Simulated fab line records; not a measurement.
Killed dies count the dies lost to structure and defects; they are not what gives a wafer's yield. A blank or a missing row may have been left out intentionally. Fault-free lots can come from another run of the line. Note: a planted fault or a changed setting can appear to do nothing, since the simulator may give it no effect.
Matching of chambers / flow gf180mcu / 4 sister chambers for GF_V3_CMP_26 on cmp-02
The step polishes, stops on SiO2, t overpolish 15 s, target thk 0 nm. 4 wafers are shown with their chamber, then 7 later ones without.

WAFERS PAIRED WITH THEIR CHAMBERS
wafer=L828.4; chamber=2; motorCurrentA (A)=12.9
wafer=L838.1; chamber=1; motorCurrentA (A)=8.9
wafer=L839.1; chamber=0; motorCurrentA (A)=10.1
wafer=L839.2; chamber=3; motorCurrentA (A)=11.9

WAFERS WHOSE CHAMBER IS MISSING
wafer=L839.6; motorCurrentA (A)=10.3
wafer=L841.3; motorCurrentA (A)=13.2
wafer=L841.5; motorCurrentA (A)=12.6
wafer=L841.6; motorCurrentA (A)=8.5
wafer=L842.3; motorCurrentA (A)=9.0
wafer=L842.4; motorCurrentA (A)=12.4
wafer=L842.5; motorCurrentA (A)=11.9

WHICH CHAMBER EACH ONE RAN IN
wafer=L839.6; from the rows above=0; in truth=0
wafer=L841.3; from the rows above=2; in truth=2
wafer=L841.5; from the rows above=can't be placed: 2 or 3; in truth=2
wafer=L841.6; from the rows above=1; in truth=1
wafer=L842.3; from the rows above=1; in truth=1
wafer=L842.4; from the rows above=can't be placed: 2 or 3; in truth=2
wafer=L842.5; from the rows above=3; in truth=3
Correct placement for 5 of the 7. Unplaceable from these rows: 2, with the true chamber sitting among the candidates in 2. Placed wrongly: 0.
How it was worked out, from the rows above alone: a wafer's distance from a chamber is the root of the sum, over the readings, of the square of ((its reading less the chamber's mean) divided by the reading's scatter). The wafer belongs to the nearest chamber; if the next one is less than 2 further off, it can't be placed. Each chamber's mean is taken over the wafers shown for it. The scatter (one wafer shown for each chamber): square how far every hidden wafer sits from the nearest shown wafer, average those squares and take the square root.
